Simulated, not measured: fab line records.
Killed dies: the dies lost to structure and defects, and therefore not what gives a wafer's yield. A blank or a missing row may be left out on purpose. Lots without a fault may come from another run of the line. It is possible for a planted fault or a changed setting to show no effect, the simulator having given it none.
Matching of chambers / flow gf180mcu / GF_POLY_GATE_ETCH_12 on rie-diel-04: 4 sister chambers
The step etches BARC in N2/H2. 14 wafers are shown with their chamber, then 7 later ones without.

## EACH WAFER AND ITS CHAMBER
wafer=L077.2; chamber=0; drypump-motor-current-A (A)=6.0; throttle-valve-pct (%)=13.227; oes-product-au (a.u.)=0.738
wafer=L077.3; chamber=2; drypump-motor-current-A (A)=6.1; throttle-valve-pct (%)=13.226; oes-product-au (a.u.)=0.735
wafer=L077.5; chamber=2; drypump-motor-current-A (A)=6.1; throttle-valve-pct (%)=13.197; oes-product-au (a.u.)=0.739
wafer=L078.1; chamber=1; drypump-motor-current-A (A)=5.6; throttle-valve-pct (%)=13.223; oes-product-au (a.u.)=0.729
wafer=L078.2; chamber=0; drypump-motor-current-A (A)=6.0; throttle-valve-pct (%)=13.208; oes-product-au (a.u.)=0.736
wafer=L078.4; chamber=3; drypump-motor-current-A (A)=5.7; throttle-valve-pct (%)=13.219; oes-product-au (a.u.)=0.736
wafer=L082.2; chamber=2; drypump-motor-current-A (A)=6.1; throttle-valve-pct (%)=13.207; oes-product-au (a.u.)=0.736
wafer=L082.4; chamber=0; drypump-motor-current-A (A)=6.0; throttle-valve-pct (%)=13.220; oes-product-au (a.u.)=0.738
wafer=L082.5; chamber=2; drypump-motor-current-A (A)=6.1; throttle-valve-pct (%)=13.232; oes-product-au (a.u.)=0.733
wafer=L083.1; chamber=3; drypump-motor-current-A (A)=5.8; throttle-valve-pct (%)=13.219; oes-product-au (a.u.)=0.744
wafer=L083.2; chamber=1; drypump-motor-current-A (A)=5.7; throttle-valve-pct (%)=13.220; oes-product-au (a.u.)=0.743
wafer=L083.6; chamber=3; drypump-motor-current-A (A)=5.8; throttle-valve-pct (%)=13.209; oes-product-au (a.u.)=0.734
wafer=L085.1; chamber=3; drypump-motor-current-A (A)=5.7; throttle-valve-pct (%)=13.212; oes-product-au (a.u.)=0.732
wafer=L085.3; chamber=0; drypump-motor-current-A (A)=6.0; throttle-valve-pct (%)=13.201; oes-product-au (a.u.)=0.736

SIGNATURES (averages over the wafers above)
reading=drypump-motor-current-A; chamber 0=6.000; chamber 1=5.650; chamber 2=6.100; chamber 3=5.750; scatter within a chamber=0.0387
reading=throttle-valve-pct; chamber 0=13.21400; chamber 1=13.22150; chamber 2=13.21550; chamber 3=13.21475; scatter within a chamber=0.0114
reading=oes-product-au; chamber 0=0.73700; chamber 1=0.73600; chamber 2=0.73575; chamber 3=0.73650; scatter within a chamber=0.00451
Rule: a wafer lies at a distance from a chamber equal to the root of the sum of squares, over the readings, of (its reading less the chamber's mean, divided by the reading's scatter). The wafer belongs to the nearest chamber; if the next one is less than 2 further off, it can't be placed. How the scatter is found: for the shown wafers, subtract from each reading the mean of its chamber, square and add these, divide the total by (wafers less chambers), then take the root.

## WAFERS WHOSE CHAMBER IS MISSING
wafer=L085.6; drypump-motor-current-A (A)=6.0; throttle-valve-pct (%)=13.211; oes-product-au (a.u.)=0.737
wafer=L096.2; drypump-motor-current-A (A)=5.7; throttle-valve-pct (%)=13.211; oes-product-au (a.u.)=0.739
wafer=L096.4; drypump-motor-current-A (A)=6.1; throttle-valve-pct (%)=13.225; oes-product-au (a.u.)=0.736
wafer=L096.5; drypump-motor-current-A (A)=5.6; throttle-valve-pct (%)=13.203; oes-product-au (a.u.)=0.735
wafer=L097.1; drypump-motor-current-A (A)=6.0; throttle-valve-pct (%)=13.201; oes-product-au (a.u.)=0.738
wafer=L097.2; drypump-motor-current-A (A)=5.8; throttle-valve-pct (%)=13.222; oes-product-au (a.u.)=0.734
wafer=L097.6; drypump-motor-current-A (A)=5.7; throttle-valve-pct (%)=13.212; oes-product-au (a.u.)=0.727

## CHAMBER TAKEN BY EACH
wafer=L085.6; from the rows above=0; in truth=0
wafer=L096.2; from the rows above=can't be placed: 3 or 1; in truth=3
wafer=L096.4; from the rows above=can't be placed: 2 or 0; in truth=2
wafer=L096.5; from the rows above=can't be placed: 1 or 3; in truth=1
wafer=L097.1; from the rows above=can't be placed: 0 or 2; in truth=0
wafer=L097.2; from the rows above=3; in truth=3
wafer=L097.6; from the rows above=can't be placed: 3 or 1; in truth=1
2 of 7 placed correctly. Unplaceable from these rows: 5, with the true chamber sitting among the candidates in 5. Wrongly placed: 0.
